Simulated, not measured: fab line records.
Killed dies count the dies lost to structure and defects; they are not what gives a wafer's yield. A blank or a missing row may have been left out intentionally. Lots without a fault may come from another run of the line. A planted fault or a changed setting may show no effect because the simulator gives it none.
fab line records + flow gf180mcu
record:
- lots: 7
- wafers: 21
- last_day: 34
route steps=602 shown M1@319
lots with no fault: from the same line, run without faults
start_h: start of the lot's first displayed wafer, in hours after the record's first day + wait_h: hours since the lot's step before + " identical to the entry in the row above + L1.1+2: a row that stands for several wafers + - no value, or no start given + * or withheld: withheld + < > ~ a bound
route shown NAME@n: names a module that has steps shown in the file, with the first one's number in the route + usual: mean/standard deviation of fault-free wafers + same: alike in all rows + chamber/n: place in a boat + sites: the reading at each site + _std_site: standard deviation of those values + _edge_site: the outer-site mean with the inner-site mean subtracted + radius_mm: how far each site lies from the wafer's centre + mask NAME#n: copy n + behind: the tool/chamber that last shaped the wafer + hold: reason for holding the lot/hours on hold/outcome of the hold + device: the transistor (n, p or np) that didn't switch + end of line: tests run on the same wafers once the route is complete + a step given without rows: its recipe and nothing more + killed: dies lost to structure and defects at the first sort, not the wafer's yield + map: a wafer's dies, x killed, . not, _ none there
set.NAME: the setting the step ran with; set.NAME@STEP: the setting that earlier step ran with + model.NAME: the simulator's own value behind a step, which no gauge read
a table for each step, a row for each wafer; lots at some steps of the route
services: a tool's chamber out of use, with start hour (start_h, from the record's first day; less than 0 if before it), hours out, and reason
== steps ==
step: GF_M1_SPUTTER_04
recipe:
- material: TiN
- target_thk_nm: 50
- power_w: 6500
- time_s: 41.7
- chamber_pressure_pa: 0.4
usual:
- throttle_valve_pct: 29.8/1.2
| lot.wafer | tool           | chamber | start_h | wait_h | throttle_valve_pct |
|-----------|----------------|---------|---------|--------|--------------------|
| L732.2    | pvd_sputter-03 | -       | 378.39  | 0.0    | 30.4               |
| L732.3    | "              | -       | "       | "      | 29.3               |
| L732.4    | "              | -       | "       | "      | 28.7               |
| L736.2    | pvd_sputter-04 | -       | 424.33  | 0.0    | 28.5               |
| L736.3    | "              | -       | "       | "      | 28.9               |
| L736.6    | "              | -       | "       | "      | 29.3               |
| L744.4    | pvd_sputter-03 | -       | 487.63  | 0.0    | 30.6               |
| L744.5    | "              | -       | "       | "      | 30.3               |
| L744.6    | "              | -       | "       | "      | 28.8               |
| L745.1    | pvd_sputter-02 | -       | 495.18  | 0.0    | 32.0               |
| L745.2    | "              | -       | "       | "      | 31.9               |
| L745.5    | "              | -       | "       | "      | 31.6               |
| L746.3    | pvd_sputter-04 | -       | 501.46  | 0.0    | 30.4               |
| L746.4    | "              | -       | "       | "      | 28.6               |
| L746.6    | "              | -       | "       | "      | 29.1               |
| L748.2    | pvd_sputter-02 | -       | 522.53  | 0.0    | 31.7               |
| L748.3    | "              | -       | "       | "      | 27.8               |
| L748.4    | "              | -       | "       | "      | 31.7               |
| L753.2    | pvd_sputter-03 | -       | 567.43  | 0.0    | 30.1               |
| L753.4    | "              | -       | "       | "      | 29.4               |
| L753.6    | "              | -       | "       | "      | 28.8               |
step: GF_M1_RS_MEAS_05
recipe:
- thk_meas_gauge: four-point-probe
- reads: TiN_of_M1_SPUTTER_04+Ti_of_M1_SPUTTER_03+AlCu_of_M1_SPUTTER_02+TiN_of_M1_SPUTTER_01+Ti_of_M1_SPUTTER_00
usual:
- M1_ALCU_RS: 0.0694/0.00081
| lot.wafer | tool          | chamber | start_h | wait_h | M1_ALCU_RS[ohm/sq] |
|-----------|---------------|---------|---------|--------|--------------------|
| L732.2    | film_metro-02 | -       | 378.45  | 0.0    | 0.0690             |
| L732.3    | "             | -       | "       | "      | 0.0695             |
| L732.4    | "             | -       | "       | "      | 0.0689             |
| L736.2    | film_metro-02 | -       | 424.39  | 0.0    | 0.0700             |
| L736.3    | "             | -       | "       | "      | 0.0693             |
| L736.6    | "             | -       | "       | "      | 0.0702             |
| L744.4    | film_metro-03 | -       | 487.73  | 0.1    | 0.0707             |
| L744.5    | "             | -       | "       | "      | 0.0705             |
| L744.6    | "             | -       | "       | "      | 0.0698             |
| L745.1    | film_metro-04 | -       | 495.22  | 0.0    | 0.0694             |
| L745.2    | "             | -       | "       | "      | 0.0688             |
| L745.5    | "             | -       | "       | "      | 0.0692             |
| L746.3    | film_metro-02 | -       | 501.54  | 0.1    | 0.0678             |
| L746.4    | "             | -       | "       | "      | 0.0685             |
| L746.6    | "             | -       | "       | "      | 0.0681             |
| L748.2    | film_metro-04 | -       | 522.59  | 0.0    | 0.0685             |
| L748.3    | "             | -       | "       | "      | 0.0688             |
| L748.4    | "             | -       | "       | "      | 0.0688             |
| L753.2    | film_metro-04 | -       | 567.49  | 0.0    | 0.0685             |
| L753.4    | "             | -       | "       | "      | 0.0690             |
| L753.6    | "             | -       | "       | "      | 0.0691             |
step: GF_M1_THK_MEAS_06
recipe:
- thk_meas_gauge: xrf
- reads: AlCu_of_M1_SPUTTER_02
usual:
- M1_ALCU_THK: 453/6.5
| lot.wafer | tool          | chamber | start_h | wait_h | M1_ALCU_THK[nm] |
|-----------|---------------|---------|---------|--------|-----------------|
| L732.2    | film_metro-02 | -       | 378.56  | 0.1    | 460             |
| L732.3    | "             | -       | "       | "      | 457             |
| L732.4    | "             | -       | "       | "      | 460             |
| L736.2    | film_metro-02 | -       | 424.50  | 0.1    | 450             |
| L736.3    | "             | -       | "       | "      | 457             |
| L736.6    | "             | -       | "       | "      | 451             |
| L744.4    | film_metro-03 | -       | 487.82  | 0.1    | 441             |
| L744.5    | "             | -       | "       | "      | 444             |
| L744.6    | "             | -       | "       | "      | 447             |
| L745.1    | film_metro-04 | -       | 495.34  | 0.1    | 450             |
| L745.2    | "             | -       | "       | "      | 451             |
| L745.5    | "             | -       | "       | "      | 448             |
| L746.3    | film_metro-02 | -       | 501.64  | 0.1    | 467             |
| L746.4    | "             | -       | "       | "      | 461             |
| L746.6    | "             | -       | "       | "      | 463             |
| L748.2    | film_metro-04 | -       | 522.70  | 0.1    | 456             |
| L748.3    | "             | -       | "       | "      | 454             |
| L748.4    | "             | -       | "       | "      | 454             |
| L753.2    | film_metro-04 | -       | 567.60  | 0.1    | 456             |
| L753.4    | "             | -       | "       | "      | 452             |
| L753.6    | "             | -       | "       | "      | 453             |
step: GF_M1_DEHYDRATE_07
recipe:
- temp_c: 200
- time_s: 60
step: GF_M1_HMDS_08
recipe:
- prime_time_s: 60
- prime_temp_c: 120
step: GF_M1_COAT_09
recipe:
- resist: KrF
- spin_rpm: withheld
- resist_thk_nm: 1000
step: GF_M1_SOFTBAKE_10
recipe:
- temp_c: 130
- time_s: 60
- resist: KrF
step: GF_M1_EXPOSE_11
recipe:
- mask_id: Metal1
- target_cd_nm: 230
- na: 0.68
- source_shape: conventional
- sigma_outer: 0.6
- dose_mj: 28
step: GF_M1_PEB_12
recipe:
- peb_temp_c: 135
- peb_time_s: 90
- resist: KrF
step: GF_M1_DEVELOP_13
recipe:
- develop_time_s: 60
- dev_temp_c: 21.93
step: GF_M1_CD_MEAS_14
recipe:
- target_cd_nm: 230
usual:
- cd_nm: 230.1/1
| lot.wafer | tool      | chamber | start_h | wait_h | cd_nm |
|-----------|-----------|---------|---------|--------|-------|
| L732.2    | cd_sem-01 | -       | 400.57  | 0.1    | 229.8 |
| L732.3    | "         | -       | "       | "      | 229.2 |
| L732.4    | "         | -       | "       | "      | 230.7 |
| L736.2    | cd_sem-02 | -       | 447.83  | 0.1    | 231.6 |
| L736.3    | "         | -       | "       | "      | 232.2 |
| L736.6    | "         | -       | "       | "      | 232.1 |
| L744.4    | cd_sem-01 | -       | 510.77  | 0.1    | 230.0 |
| L744.5    | "         | -       | "       | "      | 230.6 |
| L744.6    | "         | -       | "       | "      | 230.2 |
| L745.1    | cd_sem-01 | -       | 518.41  | 0.1    | 230.4 |
| L745.2    | "         | -       | "       | "      | 229.5 |
| L745.5    | "         | -       | "       | "      | 229.3 |
| L746.3    | cd_sem-01 | -       | 524.90  | 0.1    | 228.4 |
| L746.4    | "         | -       | "       | "      | 228.2 |
| L746.6    | "         | -       | "       | "      | 228.3 |
| L748.2    | cd_sem-02 | -       | 544.96  | 0.1    | 231.0 |
| L748.3    | "         | -       | "       | "      | 230.0 |
| L748.4    | "         | -       | "       | "      | 229.1 |
| L753.2    | cd_sem-02 | -       | 588.76  | 0.1    | 230.4 |
| L753.4    | "         | -       | "       | "      | 230.5 |
| L753.6    | "         | -       | "       | "      | 229.8 |
step: GF_M1_OVL_MEAS_15
usual:
- M1_OVL: 0/6.3
| lot.wafer | tool       | chamber | start_h | wait_h | M1_OVL[nm] |
|-----------|------------|---------|---------|--------|------------|
| L732.2    | overlay-01 | -       | 400.67  | 0.1    | 2          |
| L732.3    | "          | -       | "       | "      | 1          |
| L732.4    | "          | -       | "       | "      | 1          |
| L736.2    | overlay-02 | -       | 447.94  | 0.1    | 3          |
| L736.3    | "          | -       | "       | "      | 8          |
| L736.6    | "          | -       | "       | "      | 5          |
| L744.4    | overlay-02 | -       | 510.85  | 0.1    | 0          |
| L744.5    | "          | -       | "       | "      | 1          |
| L744.6    | "          | -       | "       | "      | -2         |
| L745.1    | overlay-02 | -       | 518.53  | 0.1    | 0          |
| L745.2    | "          | -       | "       | "      | 1          |
| L745.5    | "          | -       | "       | "      | 0          |
| L746.3    | overlay-02 | -       | 524.99  | 0.1    | 3          |
| L746.4    | "          | -       | "       | "      | -5         |
| L746.6    | "          | -       | "       | "      | -6         |
| L748.2    | overlay-01 | -       | 545.07  | 0.1    | -2         |
| L748.3    | "          | -       | "       | "      | -2         |
| L748.4    | "          | -       | "       | "      | 3          |
| L753.2    | overlay-02 | -       | 588.87  | 0.1    | -3         |
| L753.4    | "          | -       | "       | "      | -4         |
| L753.6    | "          | -       | "       | "      | -4         |
step: GF_M1_METAL_ETCH_16
recipe:
- chemistry: Cl2/BCl3
- mask_material: KrF
- target_depth_nm: 627.5
- stop_on: SiO2
- pressure_mtorr: 8
- icp_w: 800
- bias_w: 140
- Cl2_flow_sccm: 80
- bcl3_flow_sccm: 40
- time_s: 104.6
usual:
- bcl3_flow_sccm: 40.00/0.12
- bias_w: 139.9/0.4
- drypump_motor_current_A: 6.0/0.41
- oes_product_au: 0.973/0.0067
- throttle_valve_pct: 28.248/0.01
| lot.wafer | tool         | chamber | start_h | wait_h | bcl3_flow_sccm | bias_w | drypump_motor_current_A | oes_product_au | rf_hours_counter_h | throttle_valve_pct | model.KrF_of_M1_COAT_09.thk_nm |
|-----------|--------------|---------|---------|--------|----------------|--------|-------------------------|----------------|--------------------|--------------------|--------------------------------|
| L732.2    | rie_metal-02 | 1       | 400.70  | 0.0    | 39.84          | 139.1  | 6.3                     | 0.963          | 10                 | 28.246             | 741.6                          |
| L732.3    | "            | 0       | "       | "      | 40.04          | 139.5  | 5.4                     | 0.978          | -                  | 28.239             | 733.5                          |
| L732.4    | "            | 1       | "       | "      | 40.06          | 139.8  | 6.3                     | 0.976          | -                  | 28.254             | 740.8                          |
| L736.2    | rie_metal-01 | 1       | 447.97  | 0.0    | 40.03          | 139.9  | 5.8                     | 0.968          | 3                  | 28.237             | 722.9                          |
| L736.3    | "            | 0       | "       | "      | 39.84          | 139.0  | 5.8                     | 0.971          | -                  | 28.250             | 733.3                          |
| L736.6    | "            | 1       | "       | "      | 39.85          | 139.7  | 5.8                     | 0.967          | -                  | 28.257             | 724.4                          |
| L744.4    | rie_metal-02 | 1       | 510.90  | 0.0    | -              | -      | -                       | -              | -                  | -                  | 980.7                          |
| L744.5    | "            | 1       | "       | "      | -              | -      | -                       | -              | -                  | -                  | 983.2                          |
| L744.6    | "            | 0       | "       | "      | -              | -      | -                       | -              | -                  | -                  | 982.7                          |
| L745.1    | rie_metal-03 | 0       | 518.57  | 0.0    | -              | -      | -                       | -              | -                  | -                  | 983.7                          |
| L745.2    | "            | 1       | "       | "      | -              | -      | -                       | -              | -                  | -                  | 985.2                          |
| L745.5    | "            | 1       | "       | "      | -              | -      | -                       | -              | -                  | -                  | 987                            |
| L746.3    | rie_metal-03 | 1       | 525.05  | 0.1    | -              | -      | -                       | -              | -                  | -                  | 981.2                          |
| L746.4    | "            | 0       | "       | "      | -              | -      | -                       | -              | -                  | -                  | 983.1                          |
| L746.6    | "            | 1       | "       | "      | -              | -      | -                       | -              | -                  | -                  | 984.2                          |
| L748.2    | rie_metal-01 | 1       | 545.10  | 0.0    | 39.97          | 139.4  | 5.8                     | 0.986          | 5                  | 28.234             | 728.5                          |
| L748.3    | "            | 1       | "       | "      | 40.01          | 140.0  | 5.8                     | 0.981          | -                  | 28.238             | 730.1                          |
| L748.4    | "            | 0       | "       | "      | 39.72          | 140.2  | 5.8                     | 0.975          | -                  | 28.243             | 731.2                          |
| L753.2    | rie_metal-02 | 0       | 588.90  | 0.0    | 40.11          | 140.8  | 5.4                     | 0.975          | 1                  | 28.268             | 734.5                          |
| L753.4    | "            | 0       | "       | "      | 40.05          | 140.7  | 5.4                     | 0.980          | -                  | 28.245             | 730.3                          |
| L753.6    | "            | 0       | "       | "      | 40.11          | 139.9  | 5.4                     | 0.975          | -                  | 28.245             | 726.3                          |
step: GF_M1_STRIP_17
recipe:
- chemistry: O2/N2
- power_w: 1400
- pressure_mtorr: 1500
- platen_temp_c: 250
- o2_flow_sccm: 3000
- n2_flow_sccm: 300
- overash_fraction: 0.5
usual:
- drypump_motor_current_A: 5.6/0.59
- heater_power_w: 337/28
- oes_product_au: 0.556/0.005
- strip_time_to_endpoint_s: 7.86/0.051
same:
- overash_fraction: 0.5
| lot.wafer | tool            | chamber | start_h | wait_h | drypump_motor_current_A | heater_power_w | oes_product_au | rf_hours_counter_h | strip_time_to_endpoint_s |
|-----------|-----------------|---------|---------|--------|-------------------------|----------------|----------------|--------------------|--------------------------|
| L732.2    | plasma_asher-02 | 1       | 400.81  | 0.1    | 5.2                     | 395            | 0.566          | 29                 | 7.94                     |
| L732.3    | "               | 0       | "       | "      | 6.2                     | 280            | 0.555          | -                  | 7.86                     |
| L732.4    | "               | 1       | "       | "      | 5.2                     | 392            | 0.555          | -                  | 7.92                     |
| L736.2    | plasma_asher-01 | 1       | 448.08  | 0.1    | 5.6                     | 308            | 0.550          | 88                 | 7.75                     |
| L736.3    | "               | 1       | "       | "      | 5.6                     | 313            | 0.548          | -                  | 7.86                     |
| L736.6    | "               | 1       | "       | "      | 5.6                     | 316            | 0.557          | -                  | 7.76                     |
| L744.4    | plasma_asher-04 | 1       | 511.01  | 0.1    | 6.4                     | 350            | 0.653          | -                  | 10.17                    |
| L744.5    | "               | 1       | "       | "      | 6.5                     | 350            | 0.661          | -                  | 10.19                    |
| L744.6    | "               | 0       | "       | "      | 4.7                     | 341            | 0.658          | -                  | 10.17                    |
| L745.1    | plasma_asher-01 | 1       | 518.68  | 0.1    | 5.6                     | 309            | 0.648          | 95                 | 10.20                    |
| L745.2    | "               | 0       | "       | "      | 5.8                     | 335            | 0.658          | 95                 | 10.20                    |
| L745.5    | "               | 1       | "       | "      | 5.5                     | 315            | 0.657          | -                  | 10.23                    |
| L746.3    | plasma_asher-04 | 1       | 525.16  | 0.1    | 6.4                     | 359            | 0.658          | -                  | 10.18                    |
| L746.4    | "               | 0       | "       | "      | 4.8                     | 345            | 0.658          | -                  | 10.18                    |
| L746.6    | "               | 1       | "       | "      | 6.4                     | 357            | 0.650          | -                  | 10.20                    |
| L748.2    | plasma_asher-01 | 0       | 545.21  | 0.1    | 5.7                     | 345            | 0.549          | 98                 | 7.82                     |
| L748.3    | "               | 1       | "       | "      | 5.5                     | 302            | 0.548          | -                  | 7.84                     |
| L748.4    | "               | 0       | "       | "      | 5.7                     | 329            | 0.561          | -                  | 7.82                     |
| L753.2    | plasma_asher-04 | 0       | 589.01  | 0.1    | 4.7                     | 349            | 0.555          | 81                 | 7.86                     |
| L753.4    | "               | 1       | "       | "      | 6.4                     | 352            | 0.554          | -                  | 7.82                     |
| L753.6    | "               | 0       | "       | "      | 4.7                     | 344            | 0.557          | -                  | 7.78                     |
step: GF_M1_STRIP_18
recipe:
- chemistry: post_etch_residue_remover
- time_s: 1200
- temp_c: 72.5
== services ==
| tool            | chamber | start_h | hours | kind                   |
|-----------------|---------|---------|-------|------------------------|
| plasma_asher-02 | -       | 372.37  | 15.6  | pm                     |
| pvd_sputter-04  | -       | 379.39  | 1.8   | repair                 |
| rie_metal-03    | 0       | 398.10  | 10.6  | repair                 |
| rie_metal-03    | -       | 424.93  | 1.3   | repair                 |
| pvd_sputter-04  | -       | 425.27  | 1.0   | repair                 |
| plasma_asher-02 | -       | 429.73  | 7.6   | repair                 |
| rie_metal-03    | -       | 435.45  | 1.4   | pm                     |
| pvd_sputter-03  | -       | 494.08  | 28.4  | repair                 |
| rie_metal-03    | 1       | 508.34  | 2.6   | repair                 |
| rie_metal-02    | 1       | 511.71  | -     | clean                  |
| rie_metal-02    | 1       | 511.71  | 14.7  | scheduled_down         |
| rie_metal-02    | 1       | 511.71  | 14.7  | vent_cycle             |
| pvd_sputter-04  | -       | 513.52  | 12.6  | repair                 |
| rie_metal-01    | -       | 514.30  | 14.6  | pm                     |
| rie_metal-02    | -       | 522.46  | 4.3   | pm                     |
| plasma_asher-04 | -       | 526.06  | 3.6   | repair                 |
| plasma_asher-01 | -       | 532.48  | 0.4   | repair                 |
| rie_metal-02    | 0       | 533.31  | -     | clean                  |
| rie_metal-02    | 0       | 533.31  | 17.5  | scheduled_down         |
| rie_metal-02    | 0       | 533.31  | 17.5  | vent_cycle             |
| plasma_asher-02 | -       | 542.58  | 3.9   | repair                 |
| pvd_sputter-03  | 1       | 544.62  | -     | consumable_replace:kit |
| pvd_sputter-03  | 1       | 544.62  | 18.0  | scheduled_down         |
| rie_metal-02    | -       | 587.63  | 0.5   | repair                 |
== key ==
first_sign:
- step: GF_M1_METAL_ETCH_16
- reading: tool_record
- direction: missing
effect:
- step: GF_M1_STRIP_17
- reading: strip_time_to_endpoint_s
- direction: up
- sigmas: 45
- usual: *
- struck: *
model_effect:
- step: GF_M1_METAL_ETCH_16
- value: KrF_of_M1_COAT_09.thk_nm
- without: 736.6
- struck: 983.5
met_at GF_M1_METAL_ETCH_16
struck_wafers L744.4,L744.5,L744.6,L745.1,L745.2,L745.5,L746.3,L746.4,L746.6
later_rows_left_out L744.4,L744.5,L744.6,L745.1,L745.2,L745.5,L746.3,L746.4,L746.6
sort_left_out L744.4,L744.5,L744.6,L745.1,L745.2,L745.5,L746.3,L746.4,L746.6
onset_between 400.70 510.90
fault:
- kind: skipped_step_whole
- tool: rie_metal-02,rie_metal-03
- chamber: -
- onset_h: 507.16
- steps: GF_M1_METAL_ETCH_16
- scope: struck_lots_only
sort_left_out: the simulated sort isn't trusted on such a fault, so these wafers' sort isn't shown, and their yield isn't known
later_rows_left_out: the simulator's readings of these wafers behind a module that went badly wrong aren't trusted and aren't shown, but for the sort
